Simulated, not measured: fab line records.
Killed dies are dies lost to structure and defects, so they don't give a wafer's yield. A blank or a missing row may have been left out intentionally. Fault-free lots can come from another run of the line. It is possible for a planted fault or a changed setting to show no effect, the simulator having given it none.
Which of the tools did it? | flow gf180mcu | Sampling: 7 lots, 21 wafers, 4 of 602 route steps

WHAT EACH GAUGE READ, for each wafer
GF_HV_LDD_RS_MEAS_53: measurement is done with a four-point probe.
lot  | measured     | on            | HV_LDD_RS (ohm/sq)
L503 | day 13 10:36 | film metro-02 | 418.0 417.8 418.3
L505 | day 14 02:58 | film metro-04 | 418.6 419.5 418.7
L511 | day 16 05:55 | film metro-04 | 418.7 418.6 419.1
L513 | day 16 17:01 | film metro-01 | 417.6 417.1 417.1
L518 | day 18 07:12 | film metro-02 | 375.2 374.6 373.2
L521 | day 19 12:34 | film metro-04 | 419.2 418.6 418.3
L523 | day 20 09:06 | film metro-04 | 417.9 418.6 418.8

WHICH TOOL RAN EACH LOT (tool, then ch and the chambers of the sampled wafers, then the start)
lot  | GF_VT_IMPLANT_STRIP_20               | GF_HV_LDD_IMPLANT_35            | GF_HV_LDD_STRIP_37
L503 | plasma asher-04 ch 0,1, day 7 01:45  | implanter-03 ch 0, day 12 14:11 | plasma asher-02 ch 0,1, day 12 14:28
L505 | plasma asher-04 ch 1, day 7 13:49    | implanter-03 ch 0, day 13 06:08 | plasma asher-02 ch 0, day 13 06:26
L511 | plasma asher-01 ch 0,1, day 9 04:34  | implanter-01 ch 0, day 15 07:24 | plasma asher-04 ch 0, day 15 07:41
L513 | plasma asher-03 ch 0,1, day 9 15:50  | implanter-04 ch 0, day 15 18:17 | plasma asher-02 ch 0,1, day 15 18:34
L518 | plasma asher-01 ch 0,1, day 10 22:55 | implanter-03 ch 0, day 17 06:32 | plasma asher-03 ch 0,1, day 17 06:50
L521 | plasma asher-04 ch 0,1, day 11 20:04 | implanter-04 ch 0, day 18 11:02 | plasma asher-03 ch 0,1, day 18 11:20
L523 | plasma asher-04 ch 0,1, day 12 13:34 | implanter-01 ch 0, day 19 08:13 | plasma asher-04 ch 0,1, day 19 08:31
- GF_VT_IMPLANT_STRIP_20: strips in O2/N2.
- GF_HV_LDD_IMPLANT_35
- GF_HV_LDD_STRIP_37: strips in O2/N2.

THE ANSWER, worked out from the rows above alone
Rule: the lots themselves supply what counts as usual. The widest of any qualifying gaps counts: lots, ordered by their means at a reading, are off when they make up no more than a third of the lots, leave a main group of 4 or more, and stand apart from it by 3 or more times the standard deviation of that group's means. Not used: any main group whose means are identical at the precision the tables above print for the reading. A lot without any number at a reading at which 4 lots or more have one is off too. Where the step has rows for the other lots, those lots are counted as sound.
Off: L518, at GF_HV_LDD_RS_MEAS_53 (HV_LDD_RS). Main group: mean 418.4 ohm/sq, sd 0.57.
A tool fits if, at a process step before that reading, it ran every lot that is off, and no sound lot after the first of them. The gauges at GF_HV_LDD_RS_MEAS_53 are tried like those tools. Can't be told from this: 3 tools fit, plasma asher-01 at GF_VT_IMPLANT_STRIP_20, implanter-03 at GF_HV_LDD_IMPLANT_35, film metro-02 at GF_HV_LDD_RS_MEAS_53.

WHAT THE SIMULATOR PUT IN
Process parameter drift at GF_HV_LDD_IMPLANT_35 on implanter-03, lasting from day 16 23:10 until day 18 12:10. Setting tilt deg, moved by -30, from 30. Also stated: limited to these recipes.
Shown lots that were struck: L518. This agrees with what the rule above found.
